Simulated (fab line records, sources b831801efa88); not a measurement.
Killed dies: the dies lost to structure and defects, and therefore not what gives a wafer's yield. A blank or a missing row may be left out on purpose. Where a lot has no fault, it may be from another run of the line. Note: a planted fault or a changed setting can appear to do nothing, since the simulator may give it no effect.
A lot that was struck, set against a sound lot | flow sfq line | 14 out of 325 route steps
Sound: these wafers, L803.1, L803.2, L803.3. Struck: wafer L808.3. (L808.2, L808.5 of the same lot were not struck and are left out.) The cause comes at the end.
Order at every step that has rows: each side's tool, ch and its chambers, its first start. Under that, the readings that differ: sound wafers | struck wafers | difference of the means | sigmas: that difference in standard deviations of wafers without a fault.
alike: readings whose means differ by less than 2 such deviations, and words and numbers that are the same on both sides. not compared: withheld readings, readings that some wafer has no value for, bounds like >300 that may hide the same value, and numbers for which the record gives no deviation and whose values overlap.
Wherever a step has rows on one side only, a row that says differs or no value, or a row with sigmas, the two part there. Non-overlapping numbers with no deviation appear without sigmas and do not part them. Lack of a reading on every wafer of one side parts them only where that side has two or more wafers.

first, 6 steps without rows for these wafers: SFQ_TRILAYER_M6_LITHO_COAT_164 (resist thk 62 nm); SFQ_TRILAYER_M6_LITHO_COAT_159 (resist thk 600 nm); SFQ_TRILAYER_M6_LITHO_SOFTBAKE_163; SFQ_TRILAYER_M6_LITHO_EXPOSE_160 (exposes mask M6, target cd 500 nm); SFQ_TRILAYER_M6_LITHO_PEB_162 (peb time 60 s); SFQ_TRILAYER_M6_LITHO_DEVELOP_161 (time 60 s).
SFQ_M6_OVL_MEAS_940:
  sound on overlay-01, day 76 02:08; struck on overlay-01, day 76 14:08
  alike: M6_OVL
SFQ_TRILAYER_M6_BARC_OPEN_METAL_ETCH_206: etches BARC in O2, target depth 125 nm, time 41.7 s.
  sound on rie metal-02 ch 0,1, day 76 02:10; struck on rie metal-03 ch 0, day 76 14:10
  alike: drypump motor current A, oes product au
  not compared: rf hours counter h
SFQ_TRILAYER_M6_ETCH_METAL_ETCH_162: etches Nb in Cl2/Ar, stops on SiO2, target depth 240 nm, time 120 s.
  sound on rie metal-02 ch 0,1, day 76 02:14; struck on rie metal-03 ch 0, day 76 14:14
  alike: drypump motor current A, oes product au
  not compared: rf hours counter h
SFQ_TRILAYER_M6_STRIP_STRIP_163: strips in O2.
  sound on rie metal-02 ch 0,1, day 76 02:22; struck on rie metal-03 ch 0, day 76 14:22
  alike: drypump motor current A, oes product au
  not compared: rf hours counter h
then, 1 step without rows for these wafers: SFQ_TRILAYER_M6_STRIP_SOLV_CLEAN_164 (cleans in NMP, time 600 s).
SFQ_TRILAYER_I6_DEP_PECVD_165: deposits SiO2 from SiH4/N2O, time 111.11 s, target thk 500 nm.
  sound on pecvd-04 ch 0,1,2, day 76 03:19; struck on pecvd-02 ch 1, day 76 15:19
  reading                  | sound    | struck | difference | sigmas
  heater power outer w (W) | 24 23 33 | 50     | +23        | +2
  heater power w (W)       | 66 65 85 | 110    | +38        | +2
  alike: showerhead vpp V, throttle valve pct
SFQ_TRILAYER_I6_CMP_CMP_166: polishes SiO2.
  sound on cmp-01 ch 1,2,3, day 76 07:57; struck on cmp-01 ch 0, day 77 00:31
  reading                 | sound             | struck | difference | sigmas
  head pressure psi (psi) | 2.995 2.988 3.003 | 3.014  | +0.019     | +3
  time to endpoint s (s)  | 211 208 219       | 118    | -95        | -14
  alike: motor current A, slurry filter dp kPa
SFQ_I6_BOW_MEAS_941:
  sound on film metro-01, day 76 10:27; struck on film metro-03, day 77 03:02
  reading     | sound    | struck | difference | sigmas
  I6_BOW (um) | 16 29 16 | -6     | -26        | -2

== WHERE THEY PART ==
First at SFQ_TRILAYER_I6_DEP_PECVD_165; last, within this record, at SFQ_I6_BOW_MEAS_941.

WHY: what had been put in by the simulator
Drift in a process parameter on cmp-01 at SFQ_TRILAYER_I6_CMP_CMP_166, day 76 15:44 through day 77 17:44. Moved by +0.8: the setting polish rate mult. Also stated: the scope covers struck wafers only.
